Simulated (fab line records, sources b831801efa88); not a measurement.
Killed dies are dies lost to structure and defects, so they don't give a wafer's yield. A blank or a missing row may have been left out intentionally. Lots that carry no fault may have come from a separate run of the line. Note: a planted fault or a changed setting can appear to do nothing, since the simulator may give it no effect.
2 desks, one fault	flow gf180mcu	each desk holds nothing but its own numbers, with what lay behind them at the end

## AT THE METROLOGY DESK
Lot by lot, what the gauges showed, no matter which tool ran the lot: averages of those sampled wafers that carry a number. Marked OUT: a lot whose mean sits more than 4 standard deviations from the usual mean, which makes it out of limits; the brackets give that distance.
Columns: A = V5_W_THK at GF_V5_THK_MEAS_25, usual 347 nm
lot	first seen here	A
L102	day 27 02:43	347
L103	day 27 05:25	352
L104	day 27 18:46	353
L105	day 28 02:01	348
L108	day 29 03:05	350
L110	day 29 16:56	345
L111	day 29 21:53	347
L112	day 30 08:09	346
L113	day 30 17:01	349
L114	day 30 20:25	345
L118	day 32 14:07	351
L121	day 32 17:43	342
This desk's verdict: no lot among the 12 shows anything out of limits.

## THE TOOL OWNER'S DESK: plasma_asher-01
The tool's own readings at GF_POLY_GATE_STRIP_14 (strips in O2/N2): means of the sampled wafers that have a number, for each lot that ran on this tool. Marked OUT: a lot whose mean sits more than 4 standard deviations from the usual mean, which makes it out of limits; the brackets give that distance.
Columns: A = chamber_pressure_mTorr at GF_POLY_GATE_STRIP_14, usual 1500.3 mTorr; B = drypump_motor_current_A at GF_POLY_GATE_STRIP_14, usual 6.2 A; C = heater_power_w at GF_POLY_GATE_STRIP_14, usual 310 W; D = o2_flow_sccm at GF_POLY_GATE_STRIP_14, usual 3001 sccm; E = oes_product_au at GF_POLY_GATE_STRIP_14, usual 0.505 a.u.
lot	first seen here	A	B	C	D	E
L102	day 9 02:34	1500.5	6.1	315	3001	0.511
L104	day 9 17:49	1500.2	6.1	319	3002	0.506
L105	day 9 20:58	1501.3	6.1	312	2996	0.504
L108	day 10 21:40	1501.3	6.1	311	3008	0.509
L110	day 11 10:16	1499.6	6.1	295	2995	0.506
L112	day 12 00:26	1498.9	6.1	320	3006	0.510
L114	day 12 14:47	1500.7	6.1	317	3020	0.503
This desk's verdict: no lot among the 7 shows anything out of limits.

## BROUGHT TOGETHER
Metrology desk: nothing out of limits seen.
Nothing out of limits was seen by the tool owner's desk.

## WHAT THE SIMULATOR HAD INSERTED
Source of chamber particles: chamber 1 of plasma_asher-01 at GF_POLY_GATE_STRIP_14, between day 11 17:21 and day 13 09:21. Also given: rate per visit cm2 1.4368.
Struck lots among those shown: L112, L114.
